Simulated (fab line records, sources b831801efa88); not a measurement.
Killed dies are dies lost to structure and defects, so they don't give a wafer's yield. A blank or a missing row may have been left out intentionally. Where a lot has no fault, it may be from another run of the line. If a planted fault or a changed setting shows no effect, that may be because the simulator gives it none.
Comparing a struck lot with a sound one / flow gf180mcu / 27 out of 602 route steps
Sound: the wafers L681.3, L681.5, L681.6. Struck: wafers L672.3, L672.4, L672.5. The cause comes at the end.
At each step with rows: each side's tool, then ch and its chambers, then its first start. Under that, the readings that differ: sound wafers / struck wafers / difference of the means / sigmas: that difference in standard deviations of wafers without a fault.
alike: readings with means less than 2 such deviations apart, plus words and numbers identical on both sides. not compared: withheld readings, readings lacking a value on some wafer, bounds such as >300 that could conceal the same value, and numbers that have no deviation in the record and whose values overlap.
The two part at a step that has a row with sigmas, a row that says differs or no value, or rows on one side only. When numbers do not overlap yet have no deviation, they are printed without sigmas and do not part them. A reading missing from all wafers of one side parts the sides only when that side holds two or more wafers.

GF_HV_LDD_ETCHBACK_58: etches Si3N4 in CH3F/O2, stops on SiO2, time 100 s, target depth 90 nm.
  sound on rieDiel-03 ch 2,3, day 17 14:09; struck on rieDiel-04 ch 0,1,2, day 14 10:33
  alike: O2_flow_sccm, drypumpMotorCurrentA, oesProductAu, throttleValvePct
  not compared: rfHoursCounterH
then, 7 steps without rows for these wafers: GF_NSD_DEHYDRATE_00 (time 60 s); GF_NSD_HMDS_01 (prime time 60 s); GF_NSD_COAT_02 (resist thk 1000 nm); GF_NSD_SOFTBAKE_03 (time 60 s); GF_NSD_EXPOSE_04 (exposes mask Nplus, target cd 400 nm); GF_NSD_PEB_05; GF_NSD_DEVELOP_06 (develop time 60 s).
GF_NSD_CD_MEAS_07: the cd target is 400 nm.
  sound: cdSem-02 at day 18 13:49; struck: cdSem-02 at day 15 07:55
  alike: cdNm
GF_NSD_OVL_MEAS_08:
  sound: overlay-01 at day 18 13:55; struck: overlay-02 at day 15 08:01
  alike: NSD_OVL
then, 2 steps without rows for these wafers: GF_NSD_IMPLANT_09; GF_NSD_IMPLANT_10.
GF_NSD_STRIP_11: strips in O2/N2.
  sound on plasmaAsher-02 ch 0,1, day 18 14:16; struck on plasmaAsher-01 ch 0,1, day 15 08:22
  no value came back on the struck wafers for any of 7 readings (chamberPressureMTorr (mTorr), drypumpMotorCurrentA (A) and others); on the sound wafers chamberPressureMTorr (mTorr) reads 1499.7 1499.9 1499.2
reading=model.NOVOLAK_of_NSD_COAT_02.thkNm (nm); sound=0 0 0; struck=1004 1002 1001; difference=+1002; sigmas=
  not compared: rfHoursCounterH
GF_NSD_TW_MEAS_12:
  sound: filmMetro-02 at day 18 14:21; struck: filmMetro-03 at day 15 08:28
reading=NSD_TW; sound=4217 4234 4236; struck=4268 4255 4275; difference=+37; sigmas=+2
then, 7 steps without rows for these wafers: GF_PSD_DEHYDRATE_00 (time 60 s); GF_PSD_HMDS_01 (prime time 60 s); GF_PSD_COAT_02 (resist thk 1000 nm); GF_PSD_SOFTBAKE_03 (time 60 s); GF_PSD_EXPOSE_04 (exposes mask Pplus, target cd 400 nm); GF_PSD_PEB_05; GF_PSD_DEVELOP_06 (develop time 60 s).
GF_PSD_CD_MEAS_07: the cd target is 400 nm.
  sound: cdSem-02 at day 19 14:22; struck: cdSem-02 at day 16 06:35
  alike: cdNm
GF_PSD_OVL_MEAS_08:
  sound: overlay-01 at day 19 14:28; struck: overlay-02 at day 16 06:41
  alike: PSD_OVL
then, 1 step without rows for these wafers: GF_PSD_IMPLANT_09.
GF_PSD_STRIP_10: strips in O2/N2.
  sound on plasmaAsher-04 ch 0,1, day 19 14:40; struck on plasmaAsher-04 ch 0,1, day 16 06:53
reading=oesProductAu (a.u.); sound=0.589 0.596 0.591; struck=0.647 0.656 0.659; difference=+0.062; sigmas=+15
reading=stripTimeToEndpointS (s); sound=16.54 16.62 16.56; struck=31.60 31.53 31.55; difference=+14.99; sigmas=+99 or more
  alike: chamberPressureMTorr, drypumpMotorCurrentA, heaterPowerW, n2FlowSccm
  not compared: rfHoursCounterH
GF_PSD_TW_MEAS_11:
  sound: filmMetro-02 at day 19 14:46; struck: filmMetro-01 at day 16 06:59
reading=PSD_TW; sound=3186 3175 3163; struck=30 30 30; difference=-3145; sigmas=-99 or more
then, 1 step without rows for these wafers: GF_PSD_CLEAN_12 (cleans in SC1/SC2, time 150 s).

## WHERE THEY PART
At GF_NSD_STRIP_11 first; at GF_PSD_TW_MEAS_11 last (within this record only).

WHY: what had been put in by the simulator
Entire step skipped (plasmaAsher-01, GF_NSD_STRIP_11), from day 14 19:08 onward. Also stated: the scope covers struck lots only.
